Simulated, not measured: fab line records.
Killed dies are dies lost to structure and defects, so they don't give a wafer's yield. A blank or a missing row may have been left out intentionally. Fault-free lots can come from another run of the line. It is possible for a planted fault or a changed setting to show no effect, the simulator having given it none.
A sampling plan put to the test + flow gf180mcu + one fab line, 55 faults that these records tell of, each judged on the records of the lots that it struck; 1 more is left out, because the records don't allow judging it
The line's own looks make up the plan; these are the steps of the route where a gauge or inspection reads the wafer and leaves it unchanged. A look can be judged if struck wafers have a number there and the file gives its usual mean and standard deviation on fault-free wafers. Caught: a look later than the fault's first step finds the struck wafers' mean 4 or more of those standard deviations (sigma) from the usual mean. On the tool: the identical test, applied to the tool's own readings at the steps of the fault. Caught also covers a different recipe on the struck wafers, or a record left blank for those wafers only.

## THE FAULTS, as the simulator had put them in
1. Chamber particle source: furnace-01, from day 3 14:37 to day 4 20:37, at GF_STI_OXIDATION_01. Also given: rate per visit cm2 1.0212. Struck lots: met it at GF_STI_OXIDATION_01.
2. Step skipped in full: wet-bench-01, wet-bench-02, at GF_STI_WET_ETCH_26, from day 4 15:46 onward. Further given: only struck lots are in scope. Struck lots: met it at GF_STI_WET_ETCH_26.
3. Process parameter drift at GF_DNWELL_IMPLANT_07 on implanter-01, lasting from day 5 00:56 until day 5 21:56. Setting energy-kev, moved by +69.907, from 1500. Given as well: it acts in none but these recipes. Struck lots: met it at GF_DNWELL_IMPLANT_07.
4. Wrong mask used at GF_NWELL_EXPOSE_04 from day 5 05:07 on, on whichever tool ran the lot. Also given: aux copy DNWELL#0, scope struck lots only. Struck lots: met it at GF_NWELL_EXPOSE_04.
5. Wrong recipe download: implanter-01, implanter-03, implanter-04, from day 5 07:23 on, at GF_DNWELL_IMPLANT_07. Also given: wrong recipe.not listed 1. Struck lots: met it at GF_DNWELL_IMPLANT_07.
6. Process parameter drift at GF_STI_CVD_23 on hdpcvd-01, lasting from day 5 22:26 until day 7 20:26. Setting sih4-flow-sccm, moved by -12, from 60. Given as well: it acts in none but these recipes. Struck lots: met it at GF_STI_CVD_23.
7. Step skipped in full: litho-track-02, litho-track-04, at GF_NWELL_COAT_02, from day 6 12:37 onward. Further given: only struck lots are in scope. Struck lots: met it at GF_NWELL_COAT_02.
8. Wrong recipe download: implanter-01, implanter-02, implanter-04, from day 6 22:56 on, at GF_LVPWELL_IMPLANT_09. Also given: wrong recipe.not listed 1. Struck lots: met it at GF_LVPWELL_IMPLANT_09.
9. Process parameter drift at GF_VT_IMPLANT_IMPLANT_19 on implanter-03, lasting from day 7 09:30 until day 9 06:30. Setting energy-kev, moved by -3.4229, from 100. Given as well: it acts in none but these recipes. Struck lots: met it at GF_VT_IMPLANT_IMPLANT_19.
10. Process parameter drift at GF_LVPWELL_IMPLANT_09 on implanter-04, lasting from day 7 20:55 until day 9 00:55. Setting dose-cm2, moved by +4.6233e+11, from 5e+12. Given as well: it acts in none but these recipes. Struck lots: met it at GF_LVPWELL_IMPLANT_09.
11. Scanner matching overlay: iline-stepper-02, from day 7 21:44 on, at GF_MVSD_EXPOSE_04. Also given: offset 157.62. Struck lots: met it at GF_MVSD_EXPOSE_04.
12. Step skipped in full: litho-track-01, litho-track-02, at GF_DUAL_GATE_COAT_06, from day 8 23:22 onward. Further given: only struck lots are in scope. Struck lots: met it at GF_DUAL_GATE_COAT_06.
13. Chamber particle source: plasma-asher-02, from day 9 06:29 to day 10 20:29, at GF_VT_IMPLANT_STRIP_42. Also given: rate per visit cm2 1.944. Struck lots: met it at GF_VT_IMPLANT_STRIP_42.
14. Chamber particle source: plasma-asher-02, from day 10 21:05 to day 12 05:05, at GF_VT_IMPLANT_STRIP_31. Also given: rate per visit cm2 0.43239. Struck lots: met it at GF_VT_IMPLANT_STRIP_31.
15. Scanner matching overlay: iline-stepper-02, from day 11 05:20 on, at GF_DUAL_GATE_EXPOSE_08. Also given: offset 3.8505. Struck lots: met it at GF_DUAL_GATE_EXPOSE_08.
16. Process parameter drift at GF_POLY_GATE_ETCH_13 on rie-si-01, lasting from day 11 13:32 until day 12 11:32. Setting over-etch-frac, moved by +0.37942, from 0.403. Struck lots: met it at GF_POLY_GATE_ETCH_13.
17. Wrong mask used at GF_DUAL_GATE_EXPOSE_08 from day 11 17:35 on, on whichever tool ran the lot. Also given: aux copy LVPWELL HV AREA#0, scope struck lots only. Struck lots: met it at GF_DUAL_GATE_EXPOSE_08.
18. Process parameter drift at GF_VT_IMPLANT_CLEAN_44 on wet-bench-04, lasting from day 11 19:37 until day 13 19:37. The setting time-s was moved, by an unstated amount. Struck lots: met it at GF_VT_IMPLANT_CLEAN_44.
19. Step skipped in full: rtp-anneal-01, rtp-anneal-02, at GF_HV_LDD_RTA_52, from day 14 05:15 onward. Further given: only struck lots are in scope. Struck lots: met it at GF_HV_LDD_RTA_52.
20. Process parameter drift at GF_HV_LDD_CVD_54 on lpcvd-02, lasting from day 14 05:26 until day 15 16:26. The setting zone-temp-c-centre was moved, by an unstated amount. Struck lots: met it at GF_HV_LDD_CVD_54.
21. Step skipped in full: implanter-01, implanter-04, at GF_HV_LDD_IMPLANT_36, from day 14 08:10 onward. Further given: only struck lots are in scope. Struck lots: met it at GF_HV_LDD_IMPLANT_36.
22. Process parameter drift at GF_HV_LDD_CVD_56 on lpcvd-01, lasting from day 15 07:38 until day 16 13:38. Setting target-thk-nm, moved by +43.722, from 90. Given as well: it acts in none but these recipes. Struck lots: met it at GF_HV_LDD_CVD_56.
23. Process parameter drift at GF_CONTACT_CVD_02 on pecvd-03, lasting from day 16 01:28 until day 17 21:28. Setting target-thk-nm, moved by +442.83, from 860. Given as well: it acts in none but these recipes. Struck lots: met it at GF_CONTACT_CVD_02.
24. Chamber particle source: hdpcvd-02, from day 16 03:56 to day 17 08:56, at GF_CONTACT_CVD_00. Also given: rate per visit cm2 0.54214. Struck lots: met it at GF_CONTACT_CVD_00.
25. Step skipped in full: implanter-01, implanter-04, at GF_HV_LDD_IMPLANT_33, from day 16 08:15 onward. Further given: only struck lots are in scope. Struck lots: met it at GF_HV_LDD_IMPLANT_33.
26. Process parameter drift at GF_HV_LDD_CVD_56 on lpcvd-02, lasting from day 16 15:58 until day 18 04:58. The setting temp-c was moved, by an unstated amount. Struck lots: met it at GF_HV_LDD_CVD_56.
27. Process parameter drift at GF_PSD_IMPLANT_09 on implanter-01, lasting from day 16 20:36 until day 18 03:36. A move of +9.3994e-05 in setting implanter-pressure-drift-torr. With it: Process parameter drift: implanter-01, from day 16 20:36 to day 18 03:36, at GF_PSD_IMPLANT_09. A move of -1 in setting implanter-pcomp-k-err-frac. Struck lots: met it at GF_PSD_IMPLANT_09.
28. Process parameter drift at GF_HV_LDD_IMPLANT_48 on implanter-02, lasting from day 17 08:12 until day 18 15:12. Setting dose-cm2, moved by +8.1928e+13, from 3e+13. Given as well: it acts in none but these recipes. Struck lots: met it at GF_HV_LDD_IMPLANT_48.
29. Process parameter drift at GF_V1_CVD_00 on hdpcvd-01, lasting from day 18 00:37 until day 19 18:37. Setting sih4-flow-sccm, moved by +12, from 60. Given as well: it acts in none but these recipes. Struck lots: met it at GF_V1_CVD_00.
30. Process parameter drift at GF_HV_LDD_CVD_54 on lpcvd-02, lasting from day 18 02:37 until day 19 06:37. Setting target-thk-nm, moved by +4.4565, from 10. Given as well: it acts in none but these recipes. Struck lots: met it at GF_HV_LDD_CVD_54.
31. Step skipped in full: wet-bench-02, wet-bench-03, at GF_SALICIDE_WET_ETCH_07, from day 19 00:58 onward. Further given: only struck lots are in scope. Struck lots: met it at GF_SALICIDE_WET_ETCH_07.
32. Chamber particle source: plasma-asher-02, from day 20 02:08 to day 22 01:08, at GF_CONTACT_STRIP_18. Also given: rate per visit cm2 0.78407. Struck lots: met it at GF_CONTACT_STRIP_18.
33. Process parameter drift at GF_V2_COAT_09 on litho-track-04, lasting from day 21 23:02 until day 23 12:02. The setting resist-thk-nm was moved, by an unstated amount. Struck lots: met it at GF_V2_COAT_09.
34. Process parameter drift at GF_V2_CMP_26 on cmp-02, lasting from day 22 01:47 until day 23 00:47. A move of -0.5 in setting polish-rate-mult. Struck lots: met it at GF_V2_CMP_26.
35. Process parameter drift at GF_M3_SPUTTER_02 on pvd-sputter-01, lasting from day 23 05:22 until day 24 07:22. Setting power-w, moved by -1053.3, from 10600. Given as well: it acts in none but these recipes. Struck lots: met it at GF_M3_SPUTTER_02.
36. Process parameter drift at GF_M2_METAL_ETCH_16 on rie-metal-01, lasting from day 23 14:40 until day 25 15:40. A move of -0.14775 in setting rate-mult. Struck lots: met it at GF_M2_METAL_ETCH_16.
37. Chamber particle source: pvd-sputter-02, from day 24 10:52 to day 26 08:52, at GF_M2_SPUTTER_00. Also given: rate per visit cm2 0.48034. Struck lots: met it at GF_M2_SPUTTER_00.
38. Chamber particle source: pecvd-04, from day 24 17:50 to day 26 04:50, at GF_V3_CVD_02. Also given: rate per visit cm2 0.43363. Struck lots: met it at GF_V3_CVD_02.
39. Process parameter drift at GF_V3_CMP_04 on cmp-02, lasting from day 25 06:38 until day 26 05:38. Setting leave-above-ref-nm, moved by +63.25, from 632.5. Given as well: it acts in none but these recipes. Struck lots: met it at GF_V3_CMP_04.
40. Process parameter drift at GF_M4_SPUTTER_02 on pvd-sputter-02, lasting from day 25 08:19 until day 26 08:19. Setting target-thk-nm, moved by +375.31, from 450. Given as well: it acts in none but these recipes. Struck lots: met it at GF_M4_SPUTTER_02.
41. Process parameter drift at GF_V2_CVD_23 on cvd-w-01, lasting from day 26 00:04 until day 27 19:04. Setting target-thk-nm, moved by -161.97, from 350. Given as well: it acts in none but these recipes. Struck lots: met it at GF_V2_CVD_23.
42. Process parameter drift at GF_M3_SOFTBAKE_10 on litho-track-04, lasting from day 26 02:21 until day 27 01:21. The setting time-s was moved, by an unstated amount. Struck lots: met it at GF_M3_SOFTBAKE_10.
43. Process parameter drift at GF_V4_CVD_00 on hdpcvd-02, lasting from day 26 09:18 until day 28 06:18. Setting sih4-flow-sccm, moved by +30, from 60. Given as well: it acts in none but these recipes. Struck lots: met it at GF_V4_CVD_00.
44. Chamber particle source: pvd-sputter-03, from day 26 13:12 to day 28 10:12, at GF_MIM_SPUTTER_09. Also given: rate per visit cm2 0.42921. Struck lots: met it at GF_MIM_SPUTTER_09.
45. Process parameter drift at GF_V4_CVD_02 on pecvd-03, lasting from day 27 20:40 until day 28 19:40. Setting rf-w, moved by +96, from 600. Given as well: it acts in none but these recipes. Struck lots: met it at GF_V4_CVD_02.
46. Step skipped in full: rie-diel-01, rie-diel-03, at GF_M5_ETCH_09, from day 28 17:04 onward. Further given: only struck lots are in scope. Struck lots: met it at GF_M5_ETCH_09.
47. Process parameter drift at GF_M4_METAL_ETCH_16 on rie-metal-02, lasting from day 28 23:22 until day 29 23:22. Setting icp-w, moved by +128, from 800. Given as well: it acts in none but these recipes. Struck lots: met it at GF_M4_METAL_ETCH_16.
48. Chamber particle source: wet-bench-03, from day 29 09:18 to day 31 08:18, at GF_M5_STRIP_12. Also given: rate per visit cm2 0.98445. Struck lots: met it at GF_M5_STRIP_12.
49. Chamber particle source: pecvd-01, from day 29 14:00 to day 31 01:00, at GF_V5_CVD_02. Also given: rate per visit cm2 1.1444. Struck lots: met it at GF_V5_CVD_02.
50. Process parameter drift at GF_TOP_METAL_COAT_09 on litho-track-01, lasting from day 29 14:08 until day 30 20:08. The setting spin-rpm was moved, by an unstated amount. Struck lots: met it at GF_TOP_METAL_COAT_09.
51. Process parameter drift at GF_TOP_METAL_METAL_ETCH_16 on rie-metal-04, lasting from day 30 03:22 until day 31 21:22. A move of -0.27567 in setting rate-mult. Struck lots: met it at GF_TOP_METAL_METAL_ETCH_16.
52. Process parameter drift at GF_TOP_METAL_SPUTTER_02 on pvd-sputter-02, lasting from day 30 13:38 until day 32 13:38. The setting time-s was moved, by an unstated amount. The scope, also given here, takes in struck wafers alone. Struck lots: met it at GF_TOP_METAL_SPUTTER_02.
53. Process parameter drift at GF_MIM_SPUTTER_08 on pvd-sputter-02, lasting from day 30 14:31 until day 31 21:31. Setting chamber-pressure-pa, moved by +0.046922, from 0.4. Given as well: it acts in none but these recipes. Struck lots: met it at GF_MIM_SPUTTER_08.
54. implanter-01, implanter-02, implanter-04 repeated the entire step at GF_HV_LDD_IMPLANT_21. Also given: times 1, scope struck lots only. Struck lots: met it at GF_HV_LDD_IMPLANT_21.
55. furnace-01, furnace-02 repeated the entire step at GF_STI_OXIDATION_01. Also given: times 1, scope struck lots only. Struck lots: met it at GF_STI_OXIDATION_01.

## WHAT THE PLAN SAW
| fault | on the tool itself                               | first look that catches it                      | reading, sigma                                             | median hours from its first step to that look | hours from the fault's start to the first struck lot there | judged looks passed uncaught |
|-------|--------------------------------------------------|-------------------------------------------------|------------------------------------------------------------|-----------------------------------------------|------------------------------------------------------------|------------------------------|
| 1     | under 2 sigma                                    | none of the 2 looks that can be judged after it | -                                                          | -                                             | -                                                          | 2                            |
| 2     | no reading that can be judged                    | none of the 4 looks that can be judged after it | -                                                          | -                                             | -                                                          | 4                            |
| 3     | beam-energy-keV +99 or beyond sigma              | no look after it can be judged                  | -                                                          | -                                             | -                                                          | 0                            |
| 4     | under 2 sigma                                    | GF_NWELL_TW_MEAS_11                             | NWELL_TW -99 or beyond                                     | 7.6                                           | 9                                                          | 0                            |
| 5     | no reading that can be judged                    | GF_DNWELL_TW_MEAS_09                            | DNWELL_TW +80                                              | 0.2                                           | 2                                                          | 0                            |
| 6     | sih4-flow-sccm -80 sigma                         | GF_STI_THK_MEAS_24                              | STI_CVD_23_THK -14                                         | 0.1                                           | 2                                                          | 0                            |
| 7     | the tool's record is blank for the struck wafers | GF_LVPWELL_TW_MEAS_11                           | LVPWELL_TW +99 or beyond                                   | 25.0                                          | 27                                                         | 0                            |
| 8     | no reading that can be judged                    | GF_LVPWELL_TW_MEAS_11                           | LVPWELL_TW +32                                             | 0.2                                           | 3                                                          | 0                            |
| 9     | beam-energy-keV -99 or beyond sigma              | no look after it can be judged                  | -                                                          | -                                             | -                                                          | 0                            |
| 10    | dose-ions-cm2 +79 sigma                          | GF_VT_IMPLANT_RS_MEAS_48                        | LVPWELL_RS -6.6                                            | 108.6                                         | 113                                                        | 0                            |
| 11    | under 2 sigma                                    | GF_MVSD_OVL_MEAS_07                             | MVSD_OVL +98                                               | 8.2                                           | 10                                                         | 0                            |
| 12    | the tool's record is blank for the struck wafers | no look after it can be judged                  | -                                                          | -                                             | -                                                          | 0                            |
| 13    | under 2 sigma                                    | no look after it can be judged                  | -                                                          | -                                             | -                                                          | 0                            |
| 14    | under 2 sigma                                    | not the one look that can be judged after it    | -                                                          | -                                             | -                                                          | 1                            |
| 15    | under 2 sigma                                    | not the one look that can be judged after it    | strongest: DUAL_GATE_OVL at GF_DUAL_GATE_OVL_MEAS_11, +3.5 | -                                             | -                                                          | 1                            |
| 16    | oes-product-au -7.6 sigma                        | no look after it can be judged                  | -                                                          | -                                             | -                                                          | 0                            |
| 17    | no reading that can be judged                    | no look after it can be judged                  | -                                                          | -                                             | -                                                          | 0                            |
| 18    | run-length-s -19 sigma                           | no look after it can be judged                  | -                                                          | -                                             | -                                                          | 0                            |
| 19    | the tool's record is blank for the struck wafers | no look after it can be judged                  | -                                                          | -                                             | -                                                          | 0                            |
| 20    | spike-tc-centre-C +22 sigma                      | GF_HV_LDD_THK_MEAS_55                           | HV_LDD_CVD_54_THK +19                                      | 1.0                                           | 5                                                          | 0                            |
| 21    | the tool's record is blank for the struck wafers | GF_HV_LDD_TW_MEAS_38                            | HV_LDD_3_TW -11                                            | 0.2                                           | 5                                                          | 0                            |
| 22    | under 2 sigma                                    | GF_HV_LDD_THK_MEAS_57                           | HV_LDD_CVD_56_THK +51                                      | 1.4                                           | 7                                                          | 0                            |
| 23    | under 2 sigma                                    | GF_CONTACT_THK_MEAS_03                          | CONTACT_CVD_02_THK +37                                     | 0.1                                           | 6                                                          | 0                            |
| 24    | no reading that can be judged                    | none of the 2 looks that can be judged after it | -                                                          | -                                             | -                                                          | 2                            |
| 25    | the tool's record is blank for the struck wafers | GF_HV_LDD_TW_MEAS_38                            | HV_LDD_3_TW -11                                            | 0.7                                           | 7                                                          | 0                            |
| 26    | susceptor-temp-C -43 sigma                       | GF_HV_LDD_THK_MEAS_57                           | HV_LDD_CVD_56_THK -26                                      | 1.8                                           | 13                                                         | 0                            |
| 27    | end-station-pressure-torr +99 or beyond sigma    | GF_PSD_TW_MEAS_11                               | PSD_TW +5.5                                                | 0.2                                           | 6                                                          | 0                            |
| 28    | dose-ions-cm2 +99 or beyond sigma                | GF_HV_LDD_TW_MEAS_50                            | HV_LDD_4_TW +86                                            | 0.2                                           | 6                                                          | 0                            |
| 29    | sih4-flow-sccm +62 sigma                         | GF_V1_THK_MEAS_01                               | V1_CVD_00_THK +14                                          | 0.1                                           | 8                                                          | 0                            |
| 30    | no reading that can be judged                    | GF_HV_LDD_THK_MEAS_55                           | HV_LDD_CVD_54_THK +32                                      | 1.0                                           | 7                                                          | 0                            |
| 31    | no reading that can be judged                    | no look after it can be judged                  | -                                                          | -                                             | -                                                          | 0                            |
| 32    | under 2 sigma                                    | not the one look that can be judged after it    | -                                                          | -                                             | -                                                          | 1                            |
| 33    | no reading that can be judged                    | GF_V2_CD_MEAS_14                                | cd-nm +7.5                                                 | 12.7                                          | 16                                                         | 0                            |
| 34    | overpolish-run-s -99 or beyond sigma             | no look after it can be judged                  | -                                                          | -                                             | -                                                          | 0                            |
| 35    | cathode-dc-power-W -99 or beyond sigma           | GF_M3_RS_MEAS_05                                | M3_ALCU_RS +11                                             | 0.1                                           | 6                                                          | 0                            |
| 36    | oes-product-au -12 sigma                         | no look after it can be judged                  | -                                                          | -                                             | -                                                          | 0                            |
| 37    | under 2 sigma                                    | not the one look that can be judged after it    | -                                                          | -                                             | -                                                          | 1                            |
| 38    | under 2 sigma                                    | not the one look that can be judged after it    | -                                                          | -                                             | -                                                          | 1                            |
| 39    | time-to-endpoint-s -4.0 sigma                    | no look after it can be judged                  | -                                                          | -                                             | -                                                          | 0                            |
| 40    | under 2 sigma                                    | GF_M4_RS_MEAS_05                                | M4_ALCU_RS -41                                             | 0.1                                           | 10                                                         | 0                            |
| 41    | under 2 sigma                                    | GF_V2_RS_MEAS_24                                | V2_W_RS +87                                                | 0.1                                           | 3                                                          | 0                            |
| 42    | heater-power-total-W +99 or beyond sigma         | not the one look that can be judged after it    | strongest: cd-nm at GF_M3_CD_MEAS_14, +3.6                 | -                                             | -                                                          | 1                            |
| 43    | sih4-flow-sccm +99 or beyond sigma               | GF_V4_THK_MEAS_01                               | V4_CVD_00_THK +43                                          | 0.1                                           | 13                                                         | 0                            |
| 44    | under 2 sigma                                    | not the one look that can be judged after it    | -                                                          | -                                             | -                                                          | 1                            |
| 45    | rf-fwd-power-W +40 sigma                         | not the one look that can be judged after it    | strongest: V4_CVD_02_THK at GF_V4_THK_MEAS_03, +3.6        | -                                             | -                                                          | 1                            |
| 46    | the tool's record is blank for the struck wafers | no look after it can be judged                  | -                                                          | -                                             | -                                                          | 0                            |
| 47    | rf-fwd-power-W +51 sigma                         | no look after it can be judged                  | -                                                          | -                                             | -                                                          | 0                            |
| 48    | under 2 sigma                                    | not the one look that can be judged after it    | -                                                          | -                                             | -                                                          | 1                            |
| 49    | under 2 sigma                                    | no look after it can be judged                  | -                                                          | -                                             | -                                                          | 0                            |
| 50    | spin-speed-rpm +18 sigma                         | not the one look that can be judged after it    | -                                                          | -                                             | -                                                          | 1                            |
| 51    | oes-product-au -27 sigma                         | no look after it can be judged                  | -                                                          | -                                             | -                                                          | 0                            |
| 52    | only faintly: throttle-valve-pct -2.3 sigma      | GF_TOP_METAL_RS_MEAS_05                         | TOP_METAL_ALCU_RS +27                                      | 0.1                                           | 4                                                          | 0                            |
| 53    | chamber-pressure-pa +48 sigma                    | not the one look that can be judged after it    | strongest: MIM_ALCU_RS at GF_MIM_RS_MEAS_10, +2.7          | -                                             | -                                                          | 1                            |
| 54    | under 2 sigma                                    | GF_HV_LDD_TW_MEAS_23                            | HV_LDD_2_TW +28                                            | 0.6                                           | -                                                          | 0                            |
| 55    | under 2 sigma                                    | GF_STI_THK_MEAS_02                              | STI_OXIDATION_THK +35                                      | 3.3                                           | -                                                          | 0                            |
Dash: fault not caught, or number not given in these records.

Caught at a look: 25 of 55. Caught on the tool: 28 of 55. By one or the other: 41 of 55.
Faults caught by the tool alone: 3, 9, 12, 16, 18, 19, 34, 36, 39, 42, 45, 46, 47, 50, 51, 53.
Caught at a look alone: faults 4, 5, 8, 11, 22, 23, 30, 33, 40, 41, 52, 54, 55.
Caught by neither: faults 1, 2, 13, 14, 15, 17, 24, 31, 32, 37, 38, 44, 48, 49.

## THINNER SAMPLING
Were the look that catches a fault to measure just every second or every third lot (counted by lot number), the first struck lot would, at worst, be measured this late:
| fault | struck lots at that look, in order of time | every lot | every second lot | every third lot |
|-------|--------------------------------------------|-----------|------------------|-----------------|
| 4     | L115                                       | 9 h       | may miss it      | may miss it     |
| 5     | L838, L839, L840                           | 2 h       | 7 h              | 12 h            |
| 6     | L315, L317                                 | 2 h       | may miss all 2   | may miss all 2  |
| 7     | L932, L933                                 | 27 h      | 35 h             | may miss all 2  |
| 8     | L670, L671                                 | 3 h       | 12 h             | may miss all 2  |
| 10    | L196, L199                                 | 113 h     | 133 h            | may miss all 2  |
| 11    | L922, L923                                 | 10 h      | 18 h             | may miss all 2  |
| 20    | L888, L889, L891                           | 5 h       | 11 h             | may miss all 3  |
| 21    | L583, L584, L585                           | 5 h       | 12 h             | 20 h            |
| 22    | L869, L870                                 | 7 h       | 13 h             | may miss all 2  |
| 23    | L211, L212                                 | 6 h       | 11 h             | may miss all 2  |
| 25    | L793, L794                                 | 7 h       | 12 h             | may miss all 2  |
| 26    | L315, L316                                 | 13 h      | 26 h             | may miss all 2  |
| 27    | L235, L236                                 | 6 h       | 16 h             | may miss all 2  |
| 28    | L209, L211                                 | 6 h       | may miss all 2   | may miss all 2  |
| 29    | L921, L924                                 | 8 h       | 36 h             | may miss all 2  |
| 30    | L316, L318                                 | 7 h       | may miss all 2   | may miss all 2  |
| 33    | L489, L492                                 | 16 h      | 43 h             | may miss all 2  |
| 35    | L589, L590, L591                           | 6 h       | 15 h             | 21 h            |
| 40    | L470, L471                                 | 10 h      | 17 h             | may miss all 2  |
| 41    | L984, L985                                 | 3 h       | 13 h             | may miss all 2  |
| 43    | L946, L948                                 | 13 h      | may miss all 2   | may miss all 2  |
| 52    | L373                                       | 4 h       | may miss it      | may miss it     |
The hour figures run from when the fault began to the first measured lot among those it struck. Since the struck wafers were tested as one group against 4 sigma, a single lot by itself may lie under the limit. Other struck lots may not be in these records.

## THE LONGEST TIMED WAY FROM STEP TO LOOK
For fault 10, GF_LVPWELL_IMPLANT_09 and GF_VT_IMPLANT_RS_MEAS_48 are separated by a median of 108.6 hours. No look between them can be judged.
